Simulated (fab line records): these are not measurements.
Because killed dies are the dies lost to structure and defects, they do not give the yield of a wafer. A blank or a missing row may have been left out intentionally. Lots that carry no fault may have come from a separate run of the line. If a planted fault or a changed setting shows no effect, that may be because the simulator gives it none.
A struck lot beside a sound one -- flow sky130 -- 15 steps out of a route of 708
Sound: these wafers, L848.2, L848.4, L848.5. Struck: wafer L868.5; the same lot's L868.3 was not struck, so it is left out; see the end for the cause.
Order at every step that has rows: each side's tool, ch and its chambers, its first start. Under that, the readings that differ: sound wafers -- struck wafers -- difference of the means -- sigmas: that difference in standard deviations of wafers without a fault.
alike: readings whose means differ by less than 2 such deviations, and words and numbers that are the same on both sides. not compared: withheld readings, readings that some wafer has no value for, bounds like >300 that may hide the same value, and numbers for which the record gives no deviation and whose values overlap.
Wherever a step has rows on one side only, a row that says differs or no value, or a row with sigmas, the two part there. When numbers do not overlap yet have no deviation, they are printed without sigmas and do not part them. Lack of a reading on every wafer of one side parts them only where that side has two or more wafers.

first, 6 steps without rows for these wafers: SKY_VIA4_HMDS_05 (prime time 60 s); SKY_VIA4_COAT_06 (resist thk 1140 nm); SKY_VIA4_SOFTBAKE_07 (time 60 s); SKY_VIA4_EXPOSE_08 (exposes mask VIM4, target cd 800 nm); SKY_VIA4_PEB_09; SKY_VIA4_DEVELOP_10 (develop time 60 s).
SKY_VIA4_OVL_MEAS_11:
  sound: overlay-02 at day 44 08:59; struck: overlay-02 at day 48 13:47
  alike: VIA4_OVL
SKY_VIA4_ETCH_12: etches SiO2 in C4F8/O2/Ar, stops on TiN, target depth 580 nm.
  sound on rieDiel-02 ch 0,2,3, day 44 09:01; struck on rieDiel-03 ch 1, day 48 13:49
  alike: oesProductAu
SKY_VIA4_STRIP_13: strips in O2/N2.
  sound on plasmaAsher-02 ch 0,1, day 44 09:05; struck on plasmaAsher-02 ch 1, day 48 13:55
  alike: drypumpMotorCurrentA, oesProductAu, stripTimeToEndpointS
  not compared: rfHoursCounterH
then, 3 steps without rows for these wafers: SKY_VIA4_STRIP_14 (strips in post etch residue remover, time 1200 s); SKY_VIA4_CLEAN_15 (cleans in IPA, time 180 s); SKY_VIA4_CLEAN_16 (cleans in O3/DIW).
SKY_VIA4_SPUTTER_17: material TiN, target thk 20 nm, time 80 s.
  sound: pvdSputter-03 at day 44 09:40; struck: pvdSputter-01 at day 48 14:36
reading,sound,struck,difference,sigmas
model.TiN_of_VIA4_SPUTTER_17.thkNm (nm),20.82 19.97 20.84,25.86,+5.32,
  alike: throttleValvePct
SKY_VIA4_CVD_18: deposits W, target thk 505 nm, time 152.14 s.
  sound on cvdW-02 ch 1, day 44 09:44; struck on cvdW-02 ch 1, day 48 14:43
  alike: heaterPowerW
SKY_PAD_OPEN_PROBE_99:
  sound wafers here have rows in the record (prober-02, day 47 05:10); struck ones have none

## WHERE THEY PART
Within this record, at SKY_PAD_OPEN_PROBE_99 only.

WHY: what the simulator had put in
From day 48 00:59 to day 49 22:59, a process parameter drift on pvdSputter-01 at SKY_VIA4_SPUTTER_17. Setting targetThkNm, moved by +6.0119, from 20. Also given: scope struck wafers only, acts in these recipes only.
